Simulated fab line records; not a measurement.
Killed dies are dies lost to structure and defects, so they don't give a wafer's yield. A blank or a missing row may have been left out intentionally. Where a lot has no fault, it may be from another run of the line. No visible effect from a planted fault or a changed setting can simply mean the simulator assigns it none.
fab line records + flow gf180mcu
record:
- lots: 12
- wafers: 36
- lastDay: 34
route steps=602 shown M1@329 V1@349
lots that met no fault: from a run of the same line without faults
startH: hours from the record's opening day to when the first of the lot's shown wafers began + waitH: how many hours have passed since the lot's step before this one + " identical to the entry in the row above + L1.1+2: one row covering several wafers at once + - either no value or no given start + * or withheld: withheld + < > ~ a bound
route shown NAME@n: a module of which the file shows steps, and the number in the route of the first + usual: the fault-free wafers' mean and standard deviation + same: alike in all rows + chamber/n: place in a boat + sites: readings site by site + _std_site: the values' standard deviation + _edge_site: outer sites' mean less inner sites' + radiusMm: how far each site lies from the wafer's centre + mask NAME#n: copy n + behind: the tool/chamber that last shaped the wafer + hold: the reason the lot was held/the length of the hold in hours/how it ended + device: which transistor (n, p or np) failed to switch + end of line: the tests these same wafers got at the end of their route + a step with no rows: only its recipe + killed: not the wafer's yield, but the dies lost to structure and defects at the first sort + map: a wafer's dies, marking killed ones x, the rest . and places with no die _
set.NAME: setting as actually run; set.NAME@STEP: the setting as run at that earlier step + model.NAME: the simulator's own value behind a step, which no gauge read
one table for each step of the route and one row for each wafer, over a sample of lots
services: when a tool's chamber went out of use (startH, in hours from the record's first day, below 0 if earlier), for how many hours, and the reason
== steps ==
step: GF_M1_CD_MEAS_14
recipe:
- targetCdNm: 230
usual:
- cdNm: 229.7/1.2
| lot.wafer | tool     | chamber | startH | waitH | cdNm  |
|-----------|----------|---------|--------|-------|-------|
| L744.1    | cdSem-01 | -       | 378.11 | 0.1   | 228.9 |
| L744.2    | "        | -       | "      | "     | 228.9 |
| L744.4    | "        | -       | "      | "     | 228.8 |
| L745.2    | cdSem-01 | -       | 388.73 | 0.1   | 231.9 |
| L745.5    | "        | -       | "      | "     | 232.0 |
| L745.6    | "        | -       | "      | "     | 232.0 |
| L747.2    | cdSem-01 | -       | 408.28 | 0.1   | 229.8 |
| L747.5    | "        | -       | "      | "     | 229.7 |
| L747.6    | "        | -       | "      | "     | 230.7 |
| L748.1    | cdSem-02 | -       | 418.69 | 0.1   | 229.2 |
| L748.3    | "        | -       | "      | "     | 227.3 |
| L748.6    | "        | -       | "      | "     | 228.6 |
| L757.1    | cdSem-02 | -       | 503.36 | 0.1   | 230.1 |
| L757.3    | "        | -       | "      | "     | 230.3 |
| L757.5    | "        | -       | "      | "     | 230.7 |
| L759.2    | cdSem-01 | -       | 521.13 | 0.1   | 228.2 |
| L759.4    | "        | -       | "      | "     | 228.9 |
| L759.6    | "        | -       | "      | "     | 228.7 |
| L760.2    | cdSem-01 | -       | 525.13 | 0.1   | 229.6 |
| L760.5    | "        | -       | "      | "     | 229.3 |
| L760.6    | "        | -       | "      | "     | 230.5 |
| L763.1    | cdSem-02 | -       | 556.56 | 0.1   | 229.5 |
| L763.3    | "        | -       | "      | "     | 229.0 |
| L763.4    | "        | -       | "      | "     | 230.4 |
| L764.2    | cdSem-02 | -       | 556.76 | 0.1   | 228.8 |
| L764.3    | "        | -       | "      | "     | 230.1 |
| L764.4    | "        | -       | "      | "     | 232.0 |
| L765.2    | cdSem-02 | -       | 569.51 | 0.1   | 229.6 |
| L765.3    | "        | -       | "      | "     | 229.8 |
| L765.5    | "        | -       | "      | "     | 231.3 |
| L766.2    | cdSem-01 | -       | 576.53 | 0.1   | 231.6 |
| L766.5    | "        | -       | "      | "     | 229.7 |
| L766.6    | "        | -       | "      | "     | 229.3 |
| L767.1    | cdSem-01 | -       | 584.81 | 0.1   | 229.8 |
| L767.2    | "        | -       | "      | "     | 230.4 |
| L767.6    | "        | -       | "      | "     | 231.8 |
step: GF_V1_CD_MEAS_14
recipe:
- targetCdNm: 260
usual:
- cdNm: 260.3/1.1
| lot.wafer | tool     | chamber | startH | waitH | cdNm  |
|-----------|----------|---------|--------|-------|-------|
| L744.1    | cdSem-01 | -       | 402.76 | 0.1   | 261.3 |
| L744.2    | "        | -       | "      | "     | 260.2 |
| L744.4    | "        | -       | "      | "     | 262.1 |
| L745.2    | cdSem-02 | -       | 413.03 | 0.1   | 259.1 |
| L745.5    | "        | -       | "      | "     | 257.0 |
| L745.6    | "        | -       | "      | "     | 256.8 |
| L747.2    | cdSem-02 | -       | 433.53 | 0.1   | 260.7 |
| L747.5    | "        | -       | "      | "     | 261.0 |
| L747.6    | "        | -       | "      | "     | 261.3 |
| L748.1    | cdSem-02 | -       | 443.81 | 0.1   | 259.6 |
| L748.3    | "        | -       | "      | "     | 261.2 |
| L748.6    | "        | -       | "      | "     | 261.7 |
| L757.1    | cdSem-02 | -       | 528.61 | 0.1   | 261.1 |
| L757.3    | "        | -       | "      | "     | 259.9 |
| L757.5    | "        | -       | "      | "     | 262.0 |
| L759.2    | cdSem-01 | -       | 545.74 | 0.1   | 258.3 |
| L759.4    | "        | -       | "      | "     | 258.6 |
| L759.6    | "        | -       | "      | "     | 258.4 |
| L760.2    | cdSem-01 | -       | 549.29 | 0.1   | 260.2 |
| L760.5    | "        | -       | "      | "     | 259.7 |
| L760.6    | "        | -       | "      | "     | 260.2 |
| L763.1    | cdSem-01 | -       | 580.37 | 0.1   | 259.8 |
| L763.3    | "        | -       | "      | "     | 261.5 |
| L763.4    | "        | -       | "      | "     | 260.4 |
| L764.2    | cdSem-01 | -       | 580.93 | 0.1   | 260.5 |
| L764.3    | "        | -       | "      | "     | 259.2 |
| L764.4    | "        | -       | "      | "     | 260.4 |
| L765.2    | cdSem-02 | -       | 591.83 | 0.1   | 259.8 |
| L765.3    | "        | -       | "      | "     | 260.4 |
| L765.5    | "        | -       | "      | "     | 261.8 |
| L766.2    | cdSem-01 | -       | 601.44 | 0.1   | 260.2 |
| L766.5    | "        | -       | "      | "     | 260.2 |
| L766.6    | "        | -       | "      | "     | 260.4 |
| L767.1    | cdSem-01 | -       | 606.06 | 0.1   | 259.2 |
| L767.2    | "        | -       | "      | "     | 260.9 |
| L767.6    | "        | -       | "      | "     | 261.2 |
step: GF_V1_CVD_23
recipe:
- material: W
- targetThkNm: 350
- timeS: 105.05
- tempC: 400
- pressureTorr: 40
usual:
- heaterPowerW: 914/50
| lot.wafer | tool    | chamber | startH | waitH | heaterPowerW |
|-----------|---------|---------|--------|-------|--------------|
| L744.1    | cvdW-01 | 0       | 403.68 | 0.0   | 862          |
| L744.2    | "       | 1       | "      | "     | 922          |
| L744.4    | "       | 0       | "      | "     | 876          |
| L745.2    | cvdW-01 | 1       | 413.93 | 0.0   | 937          |
| L745.5    | "       | 1       | "      | "     | 953          |
| L745.6    | "       | 0       | "      | "     | 877          |
| L747.2    | cvdW-01 | 0       | 434.43 | 0.0   | 863          |
| L747.5    | "       | 0       | "      | "     | 847          |
| L747.6    | "       | 1       | "      | "     | 946          |
| L748.1    | cvdW-01 | 1       | 444.73 | 0.0   | 931          |
| L748.3    | "       | 0       | "      | "     | 870          |
| L748.6    | "       | 1       | "      | "     | 953          |
| L757.1    | cvdW-01 | 1       | 529.54 | 0.0   | 939          |
| L757.3    | "       | 1       | "      | "     | 925          |
| L757.5    | "       | 0       | "      | "     | 867          |
| L759.2    | cvdW-02 | 0       | 546.63 | 0.0   | 974          |
| L759.4    | "       | 1       | "      | "     | 889          |
| L759.6    | "       | 0       | "      | "     | 980          |
| L760.2    | cvdW-02 | 1       | 550.22 | 0.0   | 869          |
| L760.5    | "       | 1       | "      | "     | 879          |
| L760.6    | "       | 0       | "      | "     | 999          |
| L763.1    | cvdW-02 | 0       | 581.39 | 0.0   | 1003         |
| L763.3    | "       | 1       | "      | "     | 871          |
| L763.4    | "       | 0       | "      | "     | 1006         |
| L764.2    | cvdW-01 | 0       | 581.94 | 0.0   | 873          |
| L764.3    | "       | 0       | "      | "     | 868          |
| L764.4    | "       | 1       | "      | "     | 935          |
| L765.2    | cvdW-01 | 0       | 592.74 | 0.0   | 873          |
| L765.3    | "       | 1       | "      | "     | 930          |
| L765.5    | "       | 1       | "      | "     | 947          |
| L766.2    | cvdW-01 | 1       | 602.33 | 0.0   | 937          |
| L766.5    | "       | 1       | "      | "     | 926          |
| L766.6    | "       | 0       | "      | "     | 892          |
| L767.1    | cvdW-01 | 1       | 606.98 | 0.0   | 944          |
| L767.2    | "       | 0       | "      | "     | 868          |
| L767.6    | "       | 1       | "      | "     | 936          |
step: GF_V1_RS_MEAS_24
recipe:
- thkMeasGauge: four-point-probe
- reads: W_of_V1_CVD_23+TiN_of_V1_SPUTTER_22+Ti_of_V1_SPUTTER_21
usual:
- V1_W_RS: 0.3289/0.003
| lot.wafer | tool         | chamber | startH | waitH | V1_W_RS[ohm/sq] |
|-----------|--------------|---------|--------|-------|-----------------|
| L744.1    | filmMetro-02 | -       | 403.79 | 0.1   | 0.3281          |
| L744.2    | "            | -       | "      | "     | 0.3278          |
| L744.4    | "            | -       | "      | "     | 0.3282          |
| L745.2    | filmMetro-03 | -       | 414.06 | 0.1   | 0.3388          |
| L745.5    | "            | -       | "      | "     | 0.3297          |
| L745.6    | "            | -       | "      | "     | 0.3312          |
| L747.2    | filmMetro-03 | -       | 434.56 | 0.1   | 0.3515          |
| L747.5    | "            | -       | "      | "     | 0.3562          |
| L747.6    | "            | -       | "      | "     | 0.3547          |
| L748.1    | filmMetro-03 | -       | 444.84 | 0.1   | 0.3539          |
| L748.3    | "            | -       | "      | "     | 0.3521          |
| L748.6    | "            | -       | "      | "     | 0.3515          |
| L757.1    | filmMetro-01 | -       | 529.65 | 0.1   | 0.3242          |
| L757.3    | "            | -       | "      | "     | 0.3260          |
| L757.5    | "            | -       | "      | "     | 0.3237          |
| L759.2    | filmMetro-02 | -       | 546.77 | 0.1   | 0.3327          |
| L759.4    | "            | -       | "      | "     | 0.3304          |
| L759.6    | "            | -       | "      | "     | 0.3313          |
| L760.2    | filmMetro-01 | -       | 550.35 | 0.1   | 0.3271          |
| L760.5    | "            | -       | "      | "     | 0.3298          |
| L760.6    | "            | -       | "      | "     | 0.3263          |
| L763.1    | filmMetro-03 | -       | 581.51 | 0.1   | 0.3303          |
| L763.3    | "            | -       | "      | "     | 0.3301          |
| L763.4    | "            | -       | "      | "     | 0.3304          |
| L764.2    | filmMetro-01 | -       | 582.07 | 0.1   | 0.3291          |
| L764.3    | "            | -       | "      | "     | 0.3286          |
| L764.4    | "            | -       | "      | "     | 0.3312          |
| L765.2    | filmMetro-02 | -       | 592.87 | 0.1   | 0.3285          |
| L765.3    | "            | -       | "      | "     | 0.3311          |
| L765.5    | "            | -       | "      | "     | 0.3341          |
| L766.2    | filmMetro-02 | -       | 602.47 | 0.1   | 0.3353          |
| L766.5    | "            | -       | "      | "     | 0.3327          |
| L766.6    | "            | -       | "      | "     | 0.3273          |
| L767.1    | filmMetro-02 | -       | 607.09 | 0.1   | 0.3287          |
| L767.2    | "            | -       | "      | "     | 0.3244          |
| L767.6    | "            | -       | "      | "     | 0.3303          |
step: GF_V1_THK_MEAS_25
recipe:
- thkMeasGauge: xrf
- reads: W_of_V1_CVD_23
usual:
- V1_W_THK: 357/4.3
| lot.wafer | tool         | chamber | startH | waitH | V1_W_THK[nm] |
|-----------|--------------|---------|--------|-------|--------------|
| L744.1    | filmMetro-02 | -       | 403.91 | 0.1   | 362          |
| L744.2    | "            | -       | "      | "     | 365          |
| L744.4    | "            | -       | "      | "     | 361          |
| L745.2    | filmMetro-03 | -       | 414.17 | 0.1   | 344          |
| L745.5    | "            | -       | "      | "     | 354          |
| L745.6    | "            | -       | "      | "     | 353          |
| L747.2    | filmMetro-03 | -       | 434.67 | 0.1   | 333          |
| L747.5    | "            | -       | "      | "     | 326          |
| L747.6    | "            | -       | "      | "     | 328          |
| L748.1    | filmMetro-03 | -       | 444.96 | 0.1   | 330          |
| L748.3    | "            | -       | "      | "     | 332          |
| L748.6    | "            | -       | "      | "     | 332          |
| L757.1    | filmMetro-01 | -       | 529.77 | 0.1   | 364          |
| L757.3    | "            | -       | "      | "     | 361          |
| L757.5    | "            | -       | "      | "     | 364          |
| L759.2    | filmMetro-02 | -       | 546.88 | 0.1   | 354          |
| L759.4    | "            | -       | "      | "     | 356          |
| L759.6    | "            | -       | "      | "     | 355          |
| L760.2    | filmMetro-01 | -       | 550.46 | 0.1   | 359          |
| L760.5    | "            | -       | "      | "     | 356          |
| L760.6    | "            | -       | "      | "     | 360          |
| L763.1    | filmMetro-03 | -       | 581.63 | 0.1   | 348          |
| L763.3    | "            | -       | "      | "     | 354          |
| L763.4    | "            | -       | "      | "     | 351          |
| L764.2    | filmMetro-01 | -       | 582.18 | 0.1   | 361          |
| L764.3    | "            | -       | "      | "     | 361          |
| L764.4    | "            | -       | "      | "     | 357          |
| L765.2    | filmMetro-02 | -       | 592.98 | 0.1   | 361          |
| L765.3    | "            | -       | "      | "     | 356          |
| L765.5    | "            | -       | "      | "     | 354          |
| L766.2    | filmMetro-02 | -       | 602.58 | 0.1   | 354          |
| L766.5    | "            | -       | "      | "     | 359          |
| L766.6    | "            | -       | "      | "     | 362          |
| L767.1    | filmMetro-02 | -       | 607.21 | 0.1   | 360          |
| L767.2    | "            | -       | "      | "     | 368          |
| L767.6    | "            | -       | "      | "     | 359          |
step: GF_V1_CMP_26
recipe:
- stopOn: SiO2
- downForcePsi: 3.5
- platenRpm: 60
- tOverpolishS: 15
- targetThkNm: 0
- padVelocityMS: 0.94248
usual:
- motorCurrentA: 11.0/0.88
| lot.wafer | tool   | chamber | startH | waitH | motorCurrentA |
|-----------|--------|---------|--------|-------|---------------|
| L744.4    | cmp-02 | 2       | 403.97 | 0.0   | 10.6          |
| L744.1    | "      | 3       | "      | "     | 11.1          |
| L744.2    | "      | 1       | "      | "     | 9.3           |
| L745.2    | cmp-01 | 0       | 414.34 | 0.2   | 10.3          |
| L745.5    | "      | 0       | "      | "     | 9.8           |
| L745.6    | "      | 1       | "      | "     | 12.1          |
| L747.2    | cmp-01 | 1       | 434.72 | 0.0   | 12.3          |
| L747.6    | "      | 1       | "      | "     | 12.3          |
| L747.5    | "      | 2       | "      | "     | 10.7          |
| L748.3    | cmp-01 | 2       | 445.02 | 0.0   | 11.4          |
| L748.1    | "      | 3       | "      | "     | 11.1          |
| L748.6    | "      | 2       | "      | "     | 11.4          |
| L757.3    | cmp-01 | 3       | 529.83 | 0.0   | 10.7          |
| L757.1    | "      | 2       | "      | "     | 11.3          |
| L757.5    | "      | 3       | "      | "     | 10.9          |
| L759.2    | cmp-02 | 2       | 547.03 | 0.1   | 10.7          |
| L759.4    | "      | 3       | "      | "     | 10.9          |
| L759.6    | "      | 1       | "      | "     | 9.4           |
| L760.2    | cmp-02 | 0       | 550.61 | 0.1   | 12.1          |
| L760.6    | "      | 2       | "      | "     | 9.8           |
| L760.5    | "      | 3       | "      | "     | 10.6          |
| L763.4    | cmp-02 | 0       | 582.09 | 0.4   | 12.0          |
| L763.1    | "      | 1       | "      | "     | 9.7           |
| L763.3    | "      | 3       | "      | "     | 10.8          |
| L764.3    | cmp-02 | 1       | 583.04 | 0.8   | 9.8           |
| L764.4    | "      | 2       | "      | "     | 10.6          |
| L764.2    | "      | 3       | "      | "     | 10.6          |
| L765.2    | cmp-02 | 2       | 593.08 | 0.1   | 10.7          |
| L765.3    | "      | 3       | "      | "     | 10.3          |
| L765.5    | "      | 2       | "      | "     | 10.2          |
| L766.2    | cmp-01 | 0       | 602.68 | 0.1   | 10.1          |
| L766.5    | "      | 3       | "      | "     | 11.4          |
| L766.6    | "      | 0       | "      | "     | 10.2          |
| L767.1    | cmp-02 | 0       | 607.27 | 0.1   | 11.9          |
| L767.2    | "      | 2       | "      | "     | 10.7          |
| L767.6    | "      | 0       | "      | "     | 12.3          |
== services ==
| tool    | chamber | startH | hours | kind                          |
|---------|---------|--------|-------|-------------------------------|
| cvdW-02 | -       | 390.00 | 14.0  | pm                            |
| cvdW-02 | 0       | 390.00 | 14.0  | ventCycle                     |
| cvdW-02 | 1       | 390.00 | 14.0  | ventCycle                     |
| cmp-02  | -       | 397.98 | 5.4   | pm                            |
| cmp-01  | -       | 404.00 | 4.0   | pm                            |
| cmp-01  | -       | 408.00 | -     | consumableReplace:conditioner |
| cmp-01  | -       | 408.00 | -     | consumableReplace:pad         |
| cvdW-01 | -       | 408.36 | 2.1   | repair                        |
| cvdW-02 | 1       | 410.00 | 2.8   | repair                        |
| cmp-01  | -       | 417.00 | 2.2   | repair                        |
| cmp-02  | -       | 432.83 | 2.1   | repair                        |
| cmp-02  | -       | 436.46 | 74.2  | repair                        |
| cvdW-02 | 1       | 444.35 | 3.7   | repair                        |
| cvdW-02 | -       | 448.32 | 0.8   | repair                        |
| cvdW-02 | 1       | 450.26 | 4.4   | repair                        |
| cmp-02  | -       | 459.39 | 2.2   | repair                        |
| cvdW-01 | 0       | 502.74 | 6.7   | repair                        |
| cmp-01  | -       | 570.05 | 8.1   | pm                            |
| cmp-02  | -       | 572.05 | 4.0   | pm                            |
| cmp-02  | -       | 574.46 | 6.4   | repair                        |
| cmp-02  | -       | 576.05 | -     | consumableReplace:conditioner |
| cmp-02  | -       | 576.05 | -     | consumableReplace:pad         |
| cmp-01  | -       | 581.18 | 4.3   | pm                            |
| cvdW-01 | -       | 604.48 | 1.2   | repair                        |
== key ==
firstSign:
- step: GF_V1_RS_MEAS_24
- reading: V1_W_RS
- direction: up
- sigmas: 8.2
- usual: 0.3289
- struck: 0.3533
effect:
- step: GF_V1_THK_MEAS_25
- reading: V1_W_THK
- direction: down
- sigmas: 6.3
- usual: 357
- struck: 330
metAt GF_V1_CVD_23
struckLots L747,L748
notActingAt GF_M1_CD_MEAS_14,GF_V1_CD_MEAS_14,GF_V1_CMP_26
onsetBetween 413.93 434.43
fault:
- kind: processParameterDrift
- tool: cvdW-01
- chamber: -
- onsetH: 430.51
- steps: GF_V1_CVD_23
- channel: targetThkNm
- offset: -22.179
- shape: step
- endH: 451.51
- actsIn: theseRecipesOnly
- stated: 350
